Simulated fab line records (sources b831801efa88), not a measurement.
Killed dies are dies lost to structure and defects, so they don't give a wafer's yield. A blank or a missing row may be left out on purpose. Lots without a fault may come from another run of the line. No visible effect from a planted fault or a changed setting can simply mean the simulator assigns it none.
Which tool was responsible? | flow sky130 | 36 wafers from 12 lots sampled at 2 of the route's 708 steps

== WHAT THE GAUGES SHOWED, per wafer ==
SKY_VIA2_OVL_MEAS_13.
lot  | measured     | on         | VIA2_OVL (nm)
L075 | day 36 22:19 | overlay-02 | 0 3 -4
L078 | day 37 21:55 | overlay-01 | 2 -2 2
L080 | day 38 06:40 | overlay-01 | 10 -4 7
L081 | day 38 14:55 | overlay-01 | 4 3 2
L083 | day 39 04:59 | overlay-02 | 1 5 0
L085 | day 39 17:04 | overlay-01 | -2 -3 -7
L086 | day 40 02:35 | overlay-02 | -6 -3 3
L089 | day 40 09:25 | overlay-02 | 8 9 4
L091 | day 41 17:10 | overlay-02 | -15 -7 -11
L093 | day 42 01:32 | overlay-01 | 4 4 9
L095 | day 42 16:40 | overlay-01 | 17 15 10
L097 | day 42 22:01 | overlay-01 | -1 2 -2

== TOOL THAT RAN EACH LOT (tool first, then ch and the chambers of the sampled wafers, then the start) ==
lot  | SKY_METAL2_SPUTTER_03
L075 | pvd-sputter-01, day 34 16:17
L078 | pvd-sputter-04, day 35 16:03
L080 | pvd-sputter-01, day 36 01:35
L081 | pvd-sputter-04, day 36 09:50
L083 | pvd-sputter-02, day 37 01:07
L085 | pvd-sputter-01, day 37 13:25
L086 | pvd-sputter-04, day 37 22:04
L089 | pvd-sputter-01, day 38 05:58
L091 | pvd-sputter-04, day 39 14:38
L093 | pvd-sputter-04, day 39 23:55
L095 | pvd-sputter-04, day 40 15:45
L097 | pvd-sputter-04, day 40 19:14
- SKY_METAL2_SPUTTER_03: material Ti, target thk 5 nm, time 3.3 s.

== THE ANSWER, worked out from the rows above alone ==
Rule: what is usual is taken from the lots themselves. Put in order of their means at a reading, lots are off if they are a third of the lots or fewer, leave a main group of 4 or more, and stand apart from it by a gap of 3 or more times the standard deviation of the main group's means; of several such gaps the widest counts. Not used: any main group whose means are identical at the precision the tables above print for the reading. Also off: a lot with no number at a reading for which 4 or more lots have one. Where the step has rows for the other lots, those lots are counted as sound.
Nothing can be told from this: no lot is off at any reading shown.

== WHAT THE SIMULATOR HAD PUT IN ==
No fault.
